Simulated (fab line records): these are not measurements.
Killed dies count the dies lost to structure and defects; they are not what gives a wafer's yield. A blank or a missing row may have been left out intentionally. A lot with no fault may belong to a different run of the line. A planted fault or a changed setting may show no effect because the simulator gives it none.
8D (eight disciplines) problem report, filled in by code / flow gf180mcu / the parts of the form that need people (team, actions taken, sign-off) are left out

== 1. WHAT IS WRONG ==
Across 9 wafers from 3 lots, DUAL_GATE_OXIDATION_00_THK at GF_DUAL_GATE_THK_MEAS_03 averages 9.73 nm, while fault-free wafers read 10.87 nm with a standard deviation of 0.19. That puts it -6.0 standard deviations away from the usual mean.
Earliest sighting: wafer L605.1 on film_metro-04 at day 11 04:17. At this step, 36 wafers from 12 lots have a number in the record. Rule for "out" (also "out of limits"): further than 4 standard deviations from the usual mean. All remaining wafers that have a number are taken as sound.

== 2. WHAT IT IS, WHAT IT ISN'T ==
question=which readings at this step | is=DUAL_GATE_OXIDATION_00_THK | is not=-
question=which lots | is=L605, L606, L607 | is not=L594, L595, L597, L599, L600, L601, L602, L603, L615
question=which wafers of those lots | is=all that have a number | is not=-
question=read on which gauges | is=film_metro-01, film_metro-02, film_metro-04 | is not=-
question=when | is=from day 11 04:17 | is not=up to then (24 sound wafers); but 3 sound wafers of L615 came after

== 3. THE SUSPECTS, EACH WITH WHAT RULES IT OUT ==
Counting: a tool at any process step up to the reading remains a suspect when it ran all the lots that are out and ran no sound lot after the first of those.
- the gauge at GF_DUAL_GATE_THK_MEAS_03 has been ruled out. Those wafers that are out were read across 3 gauges (film_metro-01, film_metro-02, film_metro-04).
- furnace-01 at GF_DUAL_GATE_OXIDATION_02 (stabilise 600 s, purge 300 s, target thk 10.887 nm): kept. It ran every lot that is out, first L605 (day 11 02:50), and no sound lot after that; its last sound lot up to then is L603 (day 10 12:04). Out on those wafers are its own readings of spike_tc_centre_C, spike_tc_lower_C, spike_tc_top_C, spike_tc_upper_C, tube_center_temp_C, tube_center_temp_C_max.
After counting, what remains is furnace-01 at GF_DUAL_GATE_OXIDATION_02.

== 4. THE CAUSE (what the simulator had put in) ==
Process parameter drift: furnace-01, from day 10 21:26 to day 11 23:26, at GF_DUAL_GATE_OXIDATION_02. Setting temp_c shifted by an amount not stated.
Only this tool survived the counting.

== 5. THE CHAIN OF EFFECTS, in route order ==
Each row: a reading whose mean over the struck wafers that have a number lies more than 3 standard deviations from the usual. Scope: only readings with a usual standard deviation given in the record; hours: median across lots of the time from each lot's start at the first step in this table that gives one to its start at this step; sigmas: change in usual standard deviations.
hours=0; step=GF_DUAL_GATE_OXIDATION_02; reading=spike_tc_bottom_C; usual=915.2 C; on struck wafers=903.8; change=-11.4; sigmas=-4.2
hours=0; step=GF_DUAL_GATE_OXIDATION_02; reading=spike_tc_centre_C; usual=901.9 C; on struck wafers=892.4; change=-9.5; sigmas=-7.3
hours=0; step=GF_DUAL_GATE_OXIDATION_02; reading=spike_tc_lower_C; usual=901.3 C; on struck wafers=891.3; change=-10.0; sigmas=-8.3
hours=0; step=GF_DUAL_GATE_OXIDATION_02; reading=spike_tc_top_C; usual=910.9 C; on struck wafers=900.3; change=-10.6; sigmas=-7.5
hours=0; step=GF_DUAL_GATE_OXIDATION_02; reading=spike_tc_upper_C; usual=900.2 C; on struck wafers=890.1; change=-10.1; sigmas=-9.2
hours=0; step=GF_DUAL_GATE_OXIDATION_02; reading=tube_center_temp_C; usual=900.01 C; on struck wafers=890.08; change=-9.93; sigmas=-99 or more
hours=0; step=GF_DUAL_GATE_OXIDATION_02; reading=tube_center_temp_C_max; usual=902.3; on struck wafers=892.5; change=-9.8; sigmas=-24
hours=1; step=GF_DUAL_GATE_THK_MEAS_03; reading=DUAL_GATE_OXIDATION_00_THK; usual=10.87 nm; on struck wafers=9.73; change=-1.14; sigmas=-6.0
The process steps in it:
- GF_DUAL_GATE_OXIDATION_02: stabilise 600 s, purge 300 s, target thk 10.887 nm.
Later steps that measure or inspect, where all struck wafers having a row at the step show a number for every such reading and not one has moved that far: GF_POLY_GATE_THK_MEAS_01.

== 6. HOW IT WOULD HAVE BEEN CAUGHT EARLIER ==
Counted from the fault's start at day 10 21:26, it took 7 hours until the first out-of-limits reading at a measuring or inspecting step in this record, taken at day 11 04:17.
At GF_DUAL_GATE_OXIDATION_02, the tool's own readings (spike_tc_centre_C, spike_tc_lower_C, spike_tc_top_C, spike_tc_upper_C, tube_center_temp_C, tube_center_temp_C_max) were out on each struck wafer the step has a row for, so an alarm limit on them would have fired on the first such wafer.
Lots out: 3; of these, L606, L607 started GF_DUAL_GATE_OXIDATION_02 on furnace-01 after day 11 04:17. A hold on the tool at that time would have spared those 2.
